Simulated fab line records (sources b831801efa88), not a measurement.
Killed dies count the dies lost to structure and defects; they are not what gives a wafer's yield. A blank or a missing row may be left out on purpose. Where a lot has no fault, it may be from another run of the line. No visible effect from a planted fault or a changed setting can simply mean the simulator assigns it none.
Which tool did it?    flow gf180mcu    Sampling: 13 lots, 39 wafers, 3 of 602 route steps

WHAT THE GAUGES READ, wafer by wafer
GF_HV_LDD_TW_MEAS_50.
lot   measured      on             HV_LDD_4_TW
L319  day 12 11:49  film-metro-03  565.5 564.3 564.5
L320  day 12 21:12  film-metro-04  562.3 562.1 560.0
L321  day 12 23:46  film-metro-03  560.7 562.7 565.8
L328  day 15 10:40  film-metro-04  559.6 560.6 558.9
L333  day 16 23:49  film-metro-04  560.5 561.3 564.5
L335  day 17 13:33  film-metro-02  566.3 564.6 563.2
L336  day 18 00:39  film-metro-02  563.7 566.4 564.8
L337  day 18 06:57  film-metro-02  564.6 564.3 566.5
L338  day 18 19:22  film-metro-02  561.8 567.6 561.6
L339  day 18 21:05  film-metro-03  565.9 566.8 568.2
L340  day 19 07:53  film-metro-03  563.7 564.1 565.5
L341  day 19 17:31  film-metro-03  563.3 564.5 567.9
L342  day 20 03:28  film-metro-04  561.1 558.6 558.3

GF_SAB_THK_MEAS_01.
lot   measured      on             SAB_CVD_00_THK (nm)
L319  day 14 09:48  film-metro-01  50.1 51.3 50.4
L320  day 14 18:53  film-metro-01  49.4 50.5 50.7
L321  day 14 20:50  film-metro-01  49.4 50.5 50.9
L328  day 17 11:44  film-metro-01  49.6 80.3 50.9
L333  day 19 03:10  film-metro-01  50.1 50.2 50.8
L335  day 19 17:20  film-metro-02  50.1 49.7 50.8
L336  day 20 04:57  film-metro-04  50.1 49.7 49.7
L337  day 20 09:26  film-metro-01  49.6 49.0 50.2
L338  day 21 02:04  film-metro-04  50.5 50.3 50.2
L339  day 21 02:20  film-metro-02  49.9 49.8 50.5
L340  day 21 11:59  film-metro-02  49.8 49.8 50.3
L341  day 21 20:43  film-metro-01  49.9 49.3 50.3
L342  day 22 06:34  film-metro-01  49.7 51.0 51.1

EACH LOT AND THE TOOL THAT RAN IT (in order: tool; ch and the chambers of the sampled wafers; start)
lot   GF_SAB_CVD_00
L319  pecvd-02 ch 1,2, day 14 09:46
L320  pecvd-04 ch 0,1, day 14 18:50
L321  pecvd-01 ch 0,2, day 14 20:47
L328  pecvd-01 ch 0,2, day 17 11:42
L333  pecvd-04 ch 0,1, day 19 03:09
L335  pecvd-01 ch 0,1, day 19 17:20
L336  pecvd-02 ch 0,1,2, day 20 04:56
L337  pecvd-04 ch 0,2, day 20 09:25
L338  pecvd-04 ch 0,1,2, day 21 02:01
L339  pecvd-01 ch 0,1,2, day 21 02:17
L340  pecvd-02 ch 0,2, day 21 11:58
L341  pecvd-04 ch 0,1,2, day 21 20:42
L342  pecvd-01 ch 0,2, day 22 06:31
- GF_SAB_CVD_00: deposits SiO2 from TEOS, target thk 50 nm, time 4.9302 s.

AS READ BY THE TOOLS THEMSELVES (means over the sampled wafers that have a number; for cases with no such wafer, the mark the record gives instead)
GF_SAB_CVD_00.
lot   tool      heater-power-w (W)  susceptor-temp-C (C)
L319  pecvd-02  616                 400.14
L320  pecvd-04  640                 399.85
L321  pecvd-01  647                 400.08
L328  pecvd-01  656                 399.74
L333  pecvd-04  664                 400.14
L335  pecvd-01  652                 400.01
L336  pecvd-02  633                 400.12
L337  pecvd-04  727                 399.97
L338  pecvd-04  601                 400.03
L339  pecvd-01  696                 400.16
L340  pecvd-02  616                 399.99
L341  pecvd-04  639                 399.86
L342  pecvd-01  686                 399.90

THE ANSWER, worked out from the rows above alone
Rule: the lots themselves supply what counts as usual. Put in order of their means at a reading, lots are off if they are a third of the lots or fewer, leave a main group of 4 or more, and stand apart from it by a gap of 3 or more times the standard deviation of the main group's means; of several such gaps the widest counts. Not used: any main group whose means are identical at the precision the tables above print for the reading. Also off: a lot with no number at a reading for which 4 or more lots have one. All remaining lots with rows at the step are treated as sound. Order of review: gauges by route order, followed by the tools' own readings, for which a lot's mean as printed above is used. The first step at which some lot is off is used, and at that step the reading that is off furthest; a lot without a number counts as furthest.
Off: L328, at GF_SAB_THK_MEAS_01 (SAB_CVD_00_THK). Main group: mean 50.2 nm, sd 0.3.
A tool fits if, at a process step before that reading, it ran every lot that is off, and no sound lot after the first of them. Gauges at GF_SAB_THK_MEAS_01: tried the same way as those tools. Not one of the candidates tried fits.

WHAT THE SIMULATOR HAD INSERTED
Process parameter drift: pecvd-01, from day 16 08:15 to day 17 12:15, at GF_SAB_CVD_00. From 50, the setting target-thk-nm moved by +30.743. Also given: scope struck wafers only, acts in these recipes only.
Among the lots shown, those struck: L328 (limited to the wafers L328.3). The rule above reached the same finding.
